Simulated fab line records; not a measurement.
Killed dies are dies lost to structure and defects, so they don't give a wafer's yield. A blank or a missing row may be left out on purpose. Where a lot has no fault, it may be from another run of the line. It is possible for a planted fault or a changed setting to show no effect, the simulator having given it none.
Struck lot and sound lot, side by side -- flow sky130 -- 30 out of 708 route steps
Sound: these wafers, L818.1, L818.2, L818.4. The struck wafers were L824.4, L824.5, L824.6. The cause is named last.
Each step with rows lists, per side, the tool, then ch with its chambers, then its first start. Under that, the readings that differ: sound wafers -- struck wafers -- difference of the means -- sigmas: that difference in standard deviations of wafers without a fault.
alike: readings whose means differ by less than 2 such deviations, and words and numbers that are the same on both sides. not compared: withheld readings, readings that some wafer has no value for, bounds like >300 that may hide the same value, and numbers for which the record gives no deviation and whose values overlap.
A row with sigmas, a row that says differs or no value, or rows on one side alone: a step with any of these is where the two part. Numbers that don't overlap but have no deviation are shown without sigmas and don't part them. A reading missing from all wafers of one side parts the sides only when that side holds two or more wafers.

first, 5 steps without rows for these wafers: SKY_SONOS_ONO_COAT_08 (resist thk 1140 nm); SKY_SONOS_ONO_SOFTBAKE_09 (time 60 s); SKY_SONOS_ONO_EXPOSE_10 (exposes mask ONOM, target cd 410 nm); SKY_SONOS_ONO_PEB_11; SKY_SONOS_ONO_DEVELOP_12 (develop time 60 s).
SKY_SONOS_ONO_CD_MEAS_13: target cd 410 nm.
  struck on cdSem-02, day 16 10:51; sound on cdSem-01, day 14 11:04
reading,sound,struck,difference,sigmas
cdNm (nm),412.4 410.0 411.0,404.3 404.5 401.7,-7.6,-3
SKY_SONOS_ONO_OVL_MEAS_14:
  struck on overlay-02, day 16 10:56; sound on overlay-01, day 14 11:11
  alike: SONOS_ONO_OVL
SKY_SONOS_ONO_ETCH_15: etches the open film in CHF3/O2, target depth 19.52 nm, time 7.8 s.
  sound on rieDiel-01 ch 0,2,3, day 14 11:13; struck on rieDiel-03 ch 0,1,2, day 16 10:57
  alike: drypumpMotorCurrentA, oesProductAu, throttleValvePct
  not compared: rfHoursCounterH
then, 1 step without rows for these wafers: SKY_SONOS_ONO_WET_ETCH_16 (etches SiO2 in dHF, target depth 14 nm, time 280 s).
SKY_SONOS_ONO_STRIP_17: strips in O2/N2.
  sound on plasmaAsher-03 ch 0,1, day 14 11:19; struck on plasmaAsher-02 ch 0,1, day 16 11:06
  alike: drypumpMotorCurrentA, o2FlowSccm, oesProductAu, stripTimeToEndpointS
  not compared: rfHoursCounterH
then, 2 steps without rows for these wafers: SKY_SONOS_ONO_WET_ETCH_18 (etches Si3N4 in H3PO4, target depth 15 nm, time 172 s); SKY_GATE_OXIDE_CLEAN_00 (cleans in SC1/SC2, time 150 s).
SKY_GATE_OXIDE_OXIDATION_01: stabilise 600 s, purge 300 s, target thk 10.268 nm.
  sound on furnace-01 ch 0, day 14 11:32; struck on furnace-02 ch 0, day 16 15:40
reading,sound,struck,difference,sigmas
zonePowerCentrePct (%),16.1 15.9 15.9,20.7 20.3 20.1,+4.4,+2
SKY_GATE_OXIDE_THK_MEAS_02:
  struck on filmMetro-01, day 16 17:28; sound on filmMetro-03, day 14 12:56
reading,sound,struck,difference,sigmas
GATE_OXIDE_OXIDATION_00_THK (nm),10.09 10.10 10.07,16.45 16.77 16.49,+6.48,+27
then, 7 steps without rows for these wafers: SKY_GATE_OXIDE_DEHYDRATE_03 (time 60 s); SKY_GATE_OXIDE_HMDS_04 (prime time 60 s); SKY_GATE_OXIDE_COAT_05 (resist thk 1149 nm); SKY_GATE_OXIDE_SOFTBAKE_06 (time 60 s); SKY_GATE_OXIDE_EXPOSE_07 (exposes mask LVOM, target cd 600 nm); SKY_GATE_OXIDE_PEB_08; SKY_GATE_OXIDE_DEVELOP_09 (develop time 60 s).
SKY_GATE_OXIDE_OVL_MEAS_10:
  struck on overlay-02, day 17 19:12; sound on overlay-02, day 15 14:38
reading,sound,struck,difference,sigmas
GATE_OXIDE_OVL (nm),-0.3 -0.1 0.0,2.2 1.9 2.5,+2.3,+2
then, 2 steps without rows for these wafers: SKY_GATE_OXIDE_IMPLANT_11; SKY_GATE_OXIDE_WET_ETCH_12 (etches SiO2 in dHF, target depth 16.8 nm, time 336 s).
SKY_GATE_OXIDE_STRIP_13: strips in O2/N2.
  sound on plasmaAsher-04 ch 0,1, day 15 14:56; struck on plasmaAsher-03 ch 0,1, day 17 19:30
  alike: drypumpMotorCurrentA, o2FlowSccm, oesProductAu, stripTimeToEndpointS
  not compared: rfHoursCounterH
SKY_GATE_OXIDE_TW_MEAS_14:
  struck on filmMetro-03, day 17 19:49; sound on filmMetro-03, day 15 15:02
  alike: GATE_OXIDE_TW
SKY_GATE_OXIDE_CLEAN_15: cleans in SC1/SC2, time 150 s.
  sound on wetBench-03 ch 2, day 15 15:05; struck on wetBench-02 ch 3, day 17 20:47
reading,sound,struck,difference,sigmas
model.SiO2_of_GATE_OXIDE_OXIDATION_01.thkNm (nm),9.689 9.697 9.685,16.08 16.42 16.15,+6.53,
  alike: tempC
SKY_GATE_OXIDE_OXIDATION_16: stabilise 600 s, purge 300 s, target thk 3.57 nm.
  sound on furnace-02 ch 0, day 15 15:12; struck on furnace-01 ch 0, day 17 21:29
reading,sound,struck,difference,sigmas
zonePowerCentrePct (%),15.6 16.0 16.2,12.5 12.5 12.3,-3.5,-2
model.SiO2_of_GATE_OXIDE_OXIDATION_01.thkNm (nm),11.39 11.41 11.41,17.38 17.7 17.45,+6.11,
then, 1 step without rows for these wafers: SKY_POLY_GATE_CVD_00 (deposits poly-Si, target thk 180 nm, time 720 s).
-- the record jumps here: 31 days lie between the struck wafers' starts before and after (it left off in module POLY_GATE and takes up again in module PAD_OPEN, whose first step shown is number 708 of the route) --
SKY_PAD_OPEN_PROBE_99:
  struck on prober-02, day 48 17:29; sound on prober-01, day 47 03:26
reading,sound,struck,difference,sigmas
model.etest.nfet_16v.rOnOhmUm,1.373e+04 1.389e+04 1.399e+04,1.74e+04,+3.53e+03,
model.etest.tipSonos.rsOhmSq,2571 2529 2571,5502,+2945,
model.etest.pfet_16v.rOnOhmUm,1.511e+04 1.511e+04 1.498e+04,1.739e+04,+2.323e+03,
model.etest.pfetG5v0d10v5.rOnOhmUm,4659 4719 4758,6317,+1605,
model.etest.nfetG5v0d10v5.rOnOhmUm,1877 1896 1891,2482,+594,
model.etest.tipP.rsOhmSq,6883 6890 6938,7285,+381,
model.etest.nfetG5v0d10v5.driveUaUm,609 610.7 607.9,387.8,-221.4,
model.etest.pfet_01v8.rOnOhmUm,2902 2978 2970,3044,+94,
  alike: killed_at_M0_to_M3, killed_at_M4_up, killedAtContacts, killedAtFrontEnd, killedAtOther, killedDies, killedOpen, killedShort

== WHERE THEY PART ==
At SKY_SONOS_ONO_CD_MEAS_13 first; at SKY_GATE_OXIDE_OXIDATION_16 last (within this record only). Later steps at which nothing parts them and some readings are alike: SKY_PAD_OPEN_PROBE_99.

WHY: whatever the simulator had introduced
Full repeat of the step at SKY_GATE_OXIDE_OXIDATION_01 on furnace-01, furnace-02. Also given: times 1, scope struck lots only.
